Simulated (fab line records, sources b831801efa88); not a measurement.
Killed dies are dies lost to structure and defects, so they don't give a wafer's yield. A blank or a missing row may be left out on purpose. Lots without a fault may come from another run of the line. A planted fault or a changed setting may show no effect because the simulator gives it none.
Chamber matching | flow gf180mcu | GF_V1_CMP_04 on cmp-02: 4 sister chambers
The step polishes SiO2. 8 wafers are shown with their chamber, then 8 later ones without.

WAFERS WITH THEIR CHAMBER
wafer  | chamber | motor_current_A (A) | time_to_endpoint_s (s)
L927.5 | 0       | 11.3                | 98
L932.1 | 1       | 13.3                | 86
L932.3 | 3       | 11.8                | 78
L932.4 | 0       | 10.2                | 80
L934.3 | 2       | 13.1                | 83
L934.5 | 1       | 12.7                | 82
L934.6 | 2       | 12.8                | 91
L935.1 | 3       | 12.5                | 74

WAFERS WITHOUT THEIR CHAMBER
wafer  | motor_current_A (A) | time_to_endpoint_s (s)
L935.2 | 10.7                | 85
L935.3 | 13.4                | 80
L936.1 | 11.1                | 86
L936.2 | 12.0                | 89
L936.5 | 13.8                | 84
L937.2 | 12.4                | 81
L937.3 | 13.0                | 84
L937.5 | 13.3                | 82

WHICH CHAMBER EACH WENT THROUGH
wafer  | from the rows above               | in truth
L935.2 | 0                                 | 0
L935.3 | can't be placed: 1 or 2 or 3      | 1
L936.1 | can't be placed: 0 or 3           | 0
L936.2 | can't be placed: 3 or 2 or 1 or 0 | 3
L936.5 | can't be placed: 1 or 2 or 3      | 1
L937.2 | can't be placed: 3 or 1 or 2      | 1
L937.3 | can't be placed: 1 or 2 or 3      | 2
L937.5 | can't be placed: 1 or 2 or 3      | 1
Placed correctly: 1 of 8. Can't be placed from these rows: 7 (the true chamber is among the candidates in 7). Placed wrongly: 0.
How it was worked out, from the rows above alone: a wafer's distance from a chamber is the root of the sum, over the readings, of the square of ((its reading less the chamber's mean) divided by the reading's scatter). The wafer belongs to the nearest chamber; if the next one is less than 2 further off, it can't be placed. A chamber's mean is the mean of its shown wafers. The scatter: the root of (the sum of the squares of (reading less its chamber's mean) over the shown wafers, divided by (wafers less chambers)).
